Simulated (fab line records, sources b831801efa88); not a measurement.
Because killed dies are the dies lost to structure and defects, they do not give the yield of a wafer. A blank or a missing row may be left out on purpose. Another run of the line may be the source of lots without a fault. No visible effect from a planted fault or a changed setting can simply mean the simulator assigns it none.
One fault through the eyes of 2 desks	flow sfqLine	each desk holds nothing but its own numbers, with what lay behind them at the end

## DESK OF THE TOOL OWNER: lithoTrack-03
The tool's own readings at SFQ_TRILAYER_I2_VIA_LITHO_COAT_072 (resist thk 62 nm): means of the sampled wafers that have a number, for each lot that ran on this tool. Any lot whose mean is over 4 standard deviations away from the usual mean is out of limits and marked OUT; that distance is given in the brackets.
Columns: A = exhaustPa at SFQ_TRILAYER_I2_VIA_LITHO_COAT_072, usual 45.1 Pa; B = resistLineTempC at SFQ_TRILAYER_I2_VIA_LITHO_COAT_072, usual 23.03 C
lot	first seen here	A	B
L421	day 20 11:08	44.5	23.19
L422	day 21 03:20	44.2	22.99
L423	day 27 17:44	44.3	22.89
L424	day 27 21:30	45.6	22.93
L426	day 29 07:10	45.2	23.10
L434	day 33 13:26	43.5	22.88
L435	day 33 19:23	45.4	22.92
Finding of this desk: none of the 7 lots has anything out of limits.

## METROLOGY DESK
Lot by lot, what the gauges showed, no matter which tool ran the lot: averages of those sampled wafers that carry a number. Any lot whose mean is over 4 standard deviations away from the usual mean is out of limits and marked OUT; that distance is given in the brackets.
Columns: A = M3_NB_RS at SFQ_M3_RS_MEAS_919, usual 0.890 ohm/sq; B = M3_OVL at SFQ_M3_OVL_MEAS_921, usual 2 nm
lot	first seen here	A	B
L420	day 23 19:02	0.896	-5
L421	day 26 20:35	0.882	8
L422	day 27 12:20	0.885	4
L423	day 27 21:20	0.892	-1
L424	day 28 01:22	0.878	4
L426	day 35 12:43	0.887	-2
L427	day 36 06:14	0.877	3
L428	day 36 19:10	0.891	4
L429	day 37 00:50	0.889	5
L431	day 37 19:44	0.883	1
L434	day 38 22:30	0.891	-2
L435	day 39 03:17	0.899	3
L440	day 40 05:42	0.878	10
L442	day 41 10:00	0.886	5
Finding of this desk: none of the 14 lots has anything out of limits.

## TAKEN TOGETHER
The desk of the tool owner found nothing out of limits.
At the metrology desk, nothing out of limits was observed.

## WHAT HAD BEEN PUT IN BY THE SIMULATOR
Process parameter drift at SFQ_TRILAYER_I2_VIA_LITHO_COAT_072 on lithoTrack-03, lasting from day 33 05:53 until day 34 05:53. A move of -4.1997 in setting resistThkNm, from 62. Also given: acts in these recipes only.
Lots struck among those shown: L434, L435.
